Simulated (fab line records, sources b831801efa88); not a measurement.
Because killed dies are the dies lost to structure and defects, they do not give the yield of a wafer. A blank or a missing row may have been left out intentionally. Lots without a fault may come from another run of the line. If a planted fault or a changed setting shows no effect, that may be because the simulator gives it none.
Chamber matching | flow gf180mcu | GF_STI_CMP_25 on cmp-02 has 4 sister chambers
The step polishes, stops on Si3N4, t overpolish 31.66 s, target thk 524.6 nm. 4 wafers are shown with their chamber, then 8 later ones without.

EACH WAFER AND ITS CHAMBER
wafer  | chamber | motor-current-A (A)
L744.2 | 1       | 13.4
L745.6 | 0       | 13.1
L746.5 | 3       | 12.0
L746.6 | 2       | 13.3

WAFERS MISSING THEIR CHAMBER
wafer  | motor-current-A (A)
L747.2 | 12.7
L747.3 | 12.7
L747.4 | 13.2
L750.2 | 13.6
L750.3 | 12.1
L750.6 | 13.0
L752.1 | 12.5
L752.3 | 13.4

CHAMBER TAKEN BY EACH
wafer  | from the rows above               | in truth
L747.2 | can't be placed: 0 or 2 or 3 or 1 | 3
L747.3 | can't be placed: 0 or 2 or 3 or 1 | 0
L747.4 | can't be placed: 0 or 2 or 1      | 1
L750.2 | can't be placed: 1 or 2 or 0      | 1
L750.3 | 3                                 | 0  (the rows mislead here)
L750.6 | can't be placed: 0 or 2 or 1      | 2
L752.1 | can't be placed: 3 or 0 or 2 or 1 | 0
L752.3 | can't be placed: 1 or 2 or 0      | 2
Placed correctly: 0 of 8. Unplaceable from these rows: 7, with the true chamber sitting among the candidates in 7. Placed wrongly: 1.
How it was worked out, from the rows above alone: a wafer's distance from a chamber is the root of the sum, over the readings, of the square of ((its reading less the chamber's mean) divided by the reading's scatter). The wafer belongs to the nearest chamber; if the next one is less than 2 further off, it can't be placed. For every chamber, the mean is computed from those of its wafers that are shown. The scatter: root of mean squared gap, hidden wafer to nearest shown wafer, with one shown wafer a chamber.
